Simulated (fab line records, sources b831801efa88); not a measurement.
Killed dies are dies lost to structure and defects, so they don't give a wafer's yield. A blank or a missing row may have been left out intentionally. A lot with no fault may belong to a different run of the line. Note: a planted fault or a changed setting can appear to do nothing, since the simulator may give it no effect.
Which tool is to blame? -- flow gf180mcu -- 42 wafers from 14 lots sampled at 4 of the route's 602 steps

== WHAT THE GAUGES READ, wafer by wafer ==
GF_STI_BOW_MEAS_00.
lot,measured,on,INCOMING_BOW (um)
L986,day 1 15:00,filmMetro-01,-7 1 -8
L988,day 2 01:00,filmMetro-03,-3 -16 -5
L989,day 2 06:01,filmMetro-02,3 0 11
L992,day 2 21:00,filmMetro-03,-5 1 12
L993,day 3 02:00,filmMetro-02,3 -6 0
L994,day 3 07:01,filmMetro-03,9 -3 2
L995,day 3 12:01,filmMetro-02,12 -11 -4
L996,day 3 17:04,filmMetro-03,-6 1 -1
L997,day 3 22:01,filmMetro-02,2 2 -6
L100,day 4 13:00,filmMetro-03,-4 -6 -7
L101,day 4 18:00,filmMetro-02,13 -8 0
L102,day 4 23:00,filmMetro-02,-6 1 6
L103,day 5 04:01,filmMetro-03,-3 7 -2
L108,day 6 05:01,filmMetro-03,-12 -7 6

GF_STI_THK_MEAS_24.
lot,measured,on,STI_CVD_23_THK (nm)
L986,day 2 08:47,filmMetro-03,655 656 653
L988,day 2 18:56,filmMetro-02,638 640 652
L989,day 3 00:18,filmMetro-03,643 642 653
L992,day 3 16:42,filmMetro-02,656 645 650
L993,day 3 21:00,filmMetro-02,649 646 643
L994,day 4 02:20,filmMetro-01,656 650 647
L995,day 4 08:02,filmMetro-01,662 659 652
L996,day 4 13:28,filmMetro-03,651 651 645
L997,day 4 17:13,filmMetro-03,659 658 649
L100,day 5 09:20,filmMetro-03,646 659 642
L101,day 5 14:35,filmMetro-02,638 645 649
L102,day 5 17:56,filmMetro-02,654 649 656
L103,day 5 23:44,filmMetro-02,639 649 643
L108,day 7 03:47,filmMetro-02,664 660 653

GF_HV_LDD_CD_MEAS_46: target cd 400 nm.
lot,measured,on,cdNm (nm)
L986,day 12 15:28,cdSem-01,396.6 396.7 396.4
L988,day 13 06:38,cdSem-02,401.1 402.1 401.3
L989,day 13 15:16,cdSem-02,396.9 396.5 397.1
L992,day 14 15:38,cdSem-01,400.8 399.1 399.6
L993,day 15 03:52,cdSem-01,401.3 401.6 401.8
L994,day 15 09:20,cdSem-01,396.5 395.9 396.2
L995,day 15 18:31,cdSem-01,401.8 396.9 399.8
L996,day 16 01:58,cdSem-02,402.6 401.4 402.0
L997,day 16 05:53,cdSem-02,405.9 405.0 404.4
L100,day 17 09:04,cdSem-01,- - -
L101,day 17 22:31,cdSem-02,- - -
L102,day 18 00:26,cdSem-02,- - -
L103,day 18 15:02,cdSem-01,399.3 399.2 397.5
L108,day 20 07:49,cdSem-01,397.8 398.6 396.7

== EACH LOT AND THE TOOL THAT RAN IT (in order: tool; ch and the chambers of the sampled wafers; start) ==
lot,GF_HV_LDD_COAT_41
L986,"lithoTrack-02 ch 0, day 12 05:50"
L988,"lithoTrack-02 ch 0, day 12 20:29"
L989,"lithoTrack-03 ch 0, day 13 05:44"
L992,"lithoTrack-01 ch 0, day 14 05:10"
L993,"lithoTrack-02 ch 0, day 14 17:14"
L994,"lithoTrack-02 ch 0, day 14 22:31"
L995,"lithoTrack-01 ch 0, day 15 07:41"
L996,"lithoTrack-02 ch 0, day 15 14:22"
L997,"lithoTrack-02 ch 0, day 15 19:10"
L100,"lithoTrack-03, day 16 21:13"
L101,"lithoTrack-03, day 17 10:37"
L102,"lithoTrack-02, day 17 12:05"
L103,"lithoTrack-03 ch 0, day 18 03:08"
L108,"lithoTrack-03 ch 0, day 19 19:14"
- GF_HV_LDD_COAT_41: resist thk 1000 nm.

== WHAT THE TOOLS THEMSELVES READ (means of the sampled wafers that have a number; where no wafer has one, the mark that the record gives instead) ==
GF_HV_LDD_COAT_41.
lot,tool,chillPlateTempC (C),dispensePressureKPa (kPa)
L986,lithoTrack-02,22.96,49.60
L988,lithoTrack-02,22.99,49.54
L989,lithoTrack-03,23.02,49.77
L992,lithoTrack-01,22.93,49.16
L993,lithoTrack-02,23.12,49.56
L994,lithoTrack-02,23.05,49.56
L995,lithoTrack-01,23.02,49.07
L996,lithoTrack-02,23.05,49.55
L997,lithoTrack-02,23.06,49.56
L100,lithoTrack-03,-,-
L101,lithoTrack-03,-,-
L102,lithoTrack-02,-,-
L103,lithoTrack-03,23.03,49.81
L108,lithoTrack-03,23.01,49.77

== THE ANSWER, worked out from the rows above alone ==
Rule: the usual values come from the lots themselves. Put in order of their means at a reading, lots are off if they are a third of the lots or fewer, leave a main group of 4 or more, and stand apart from it by a gap of 3 or more times the standard deviation of the main group's means; of several such gaps the widest counts. A main group whose means are all the same, to the digits that the tables above print for the reading, isn't used. A lot without any number at a reading at which 4 lots or more have one is off too. The other lots that the step has rows for count as sound. First the gauges in route order, then the tools' own readings, where a lot's mean is used as printed above. The first step at which some lot is off is used, and at that step the reading that is off furthest; a lot without a number counts as furthest.
Off: L100, L101, L102 (GF_HV_LDD_CD_MEAS_46, cdNm). Without a number there: L100, L101, L102. Main group: mean 399.6 nm, sd 2.6.
A tool fits if, at a process step before that reading, it ran every lot that is off, and no sound lot after the first of them. Not tried: the gauges at GF_HV_LDD_CD_MEAS_46; whatever is off there is also off at GF_HV_LDD_COAT_41, on other tools, and gauge error can't account for it. No candidate that was tried fits.

== WHAT THE SIMULATOR PUT IN ==
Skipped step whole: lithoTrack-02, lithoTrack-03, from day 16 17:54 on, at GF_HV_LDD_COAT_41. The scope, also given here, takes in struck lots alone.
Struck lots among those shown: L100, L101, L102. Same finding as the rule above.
